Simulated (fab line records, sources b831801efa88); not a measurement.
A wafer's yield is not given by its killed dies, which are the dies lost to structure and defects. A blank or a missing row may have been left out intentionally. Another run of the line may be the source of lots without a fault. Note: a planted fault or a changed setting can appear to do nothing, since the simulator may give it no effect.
Check for tools in common | flow gf180mcu | Sample size 11 lots and 33 wafers

== REASON FOR OPENING ==
3 of 11 lots carry a flag on the reading V1_W_RS at GF_V1_RS_MEAS_24. Wafers without a fault read 0.325 ohm/sq, standard deviation 0.0037.
Rule: a lot is flagged when every wafer of it that has a number lies more than 4 standard deviations from that mean, or none has a number. The other lots count as sound.

lot  | measured     | on           | V1_W_RS (ohm/sq), wafer by wafer | flag
L427 | day 18 03:47 | filmMetro-02 | 0.321 0.322 0.324                | 
L430 | day 19 15:56 | filmMetro-01 | 0.330 0.323 0.327                | 
L431 | day 20 01:10 | filmMetro-01 | 0.324 0.326 0.327                | 
L433 | day 20 06:28 | filmMetro-02 | 0.334 0.324 0.327                | 
L434 | day 21 04:22 | filmMetro-02 | 44.080 44.132 44.211             | FLAGGED
L436 | day 21 09:29 | filmMetro-02 | 43.809 43.681 43.738             | FLAGGED
L437 | day 21 14:49 | filmMetro-02 | 43.638 43.636 43.898             | FLAGGED
L445 | day 24 16:22 | filmMetro-01 | 0.326 0.322 0.331                | 
L447 | day 25 08:04 | filmMetro-02 | 0.323 0.327 0.319                | 
L448 | day 25 18:26 | filmMetro-01 | 0.325 0.328 0.332                | 
L450 | day 26 01:44 | filmMetro-02 | 0.322 0.328 0.331                | 
On average the flagged lots read 43.869 ohm/sq, which is +43.544 ohm/sq against the usual, or +99 or more standard deviations.

== WHICH TOOL EACH LOT WENT THROUGH ==
The record holds 2 process steps before the reading, out of a route of 602 steps. Every cell lists first the tool, next ch and the chambers used by the sampled wafers, and last the start.
lot  | flag    | GF_V1_ETCH_17                                | GF_V1_CVD_23
L427 |         | rieDiel-04 ch 1,2, day 18 03:40 or earlier   | cvdW-01 ch 0,1, day 18 03:40
L430 |         | rieDiel-02 ch 0,2,3, day 19 15:49 or earlier | cvdW-02 ch 0,1, day 19 15:49
L431 |         | rieDiel-02 ch 0,2,3, day 20 01:03 or earlier | cvdW-01 ch 0,1, day 20 01:03
L433 |         | rieDiel-03 ch 2,3, day 20 06:20 or earlier   | cvdW-01 ch 0,1, day 20 06:20
L434 | FLAGGED | rieDiel-04 ch 0,2, day 21 04:16 or earlier   | cvdW-02 ch 0,1, day 21 04:16
L436 | FLAGGED | rieDiel-04 ch 0,1,2, day 21 09:22 or earlier | cvdW-01 ch 0,1, day 21 09:22
L437 | FLAGGED | rieDiel-02 ch 0,3, day 21 14:41 or earlier   | cvdW-01 ch 0,1, day 21 14:41
L445 |         | rieDiel-03 ch 0,2,3, day 24 16:14 or earlier | cvdW-01 ch 0,1, day 24 16:14
L447 |         | rieDiel-02 ch 0,3, day 25 07:57 or earlier   | cvdW-01 ch 0,1, day 25 07:57
L448 |         | rieDiel-02 ch 0,1,2, day 25 18:18 or earlier | cvdW-01 ch 0,1, day 25 18:18
L450 |         | rieDiel-02 ch 0,1,2, day 26 01:37 or earlier | cvdW-01 ch 0,1, day 26 01:37
What is done by these steps:
- GF_V1_ETCH_17: etches SiO2 in C4F8/O2/Ar, stops on TiN, target depth 630 nm.
- GF_V1_CVD_23: deposits W, target thk 350 nm, time 105.05 s.
- GF_V1_RS_MEAS_24: measures by four-point-probe.

== FLAGGED OVER TOTAL, TOOL BY TOOL (the gauges that took the reading come last) ==
step             | tool         | lots run | flagged | share of the flagged lots | sound lots run after its first flagged lot
GF_V1_ETCH_17    | rieDiel-02   | 6        | 1       | some                      | 3 (L447,L448,L450)
GF_V1_ETCH_17    | rieDiel-03   | 2        | 0       | none                      | -
GF_V1_ETCH_17    | rieDiel-04   | 3        | 2       | some                      | 0
GF_V1_CVD_23     | cvdW-01      | 9        | 2       | some                      | 4 (L445,L447,L448,L450)
GF_V1_CVD_23     | cvdW-02      | 2        | 1       | some                      | 0
GF_V1_RS_MEAS_24 | filmMetro-01 | 4        | 0       | none                      | -
GF_V1_RS_MEAS_24 | filmMetro-02 | 7        | 3       | all                       | 2 (L447,L450)
With no start given for some of its lots, GF_V1_ETCH_17 uses the hours and lot order of GF_V1_CVD_23.

== THE TABLE: WHAT IT ALLOWS ==
Rows of the table that ran each flagged lot: 1, that is filmMetro-02 at GF_V1_RS_MEAS_24.
- filmMetro-02 at GF_V1_RS_MEAS_24 ran 7 lots, 3 of them flagged. Sound lots ran on it after the first flagged one (L447, L450), which a lasting fault on the whole tool wouldn't allow.
There is no row in the table that ran each flagged lot and no sound lot after the first.

== WHAT WAS PUT IN BY THE SIMULATOR ==
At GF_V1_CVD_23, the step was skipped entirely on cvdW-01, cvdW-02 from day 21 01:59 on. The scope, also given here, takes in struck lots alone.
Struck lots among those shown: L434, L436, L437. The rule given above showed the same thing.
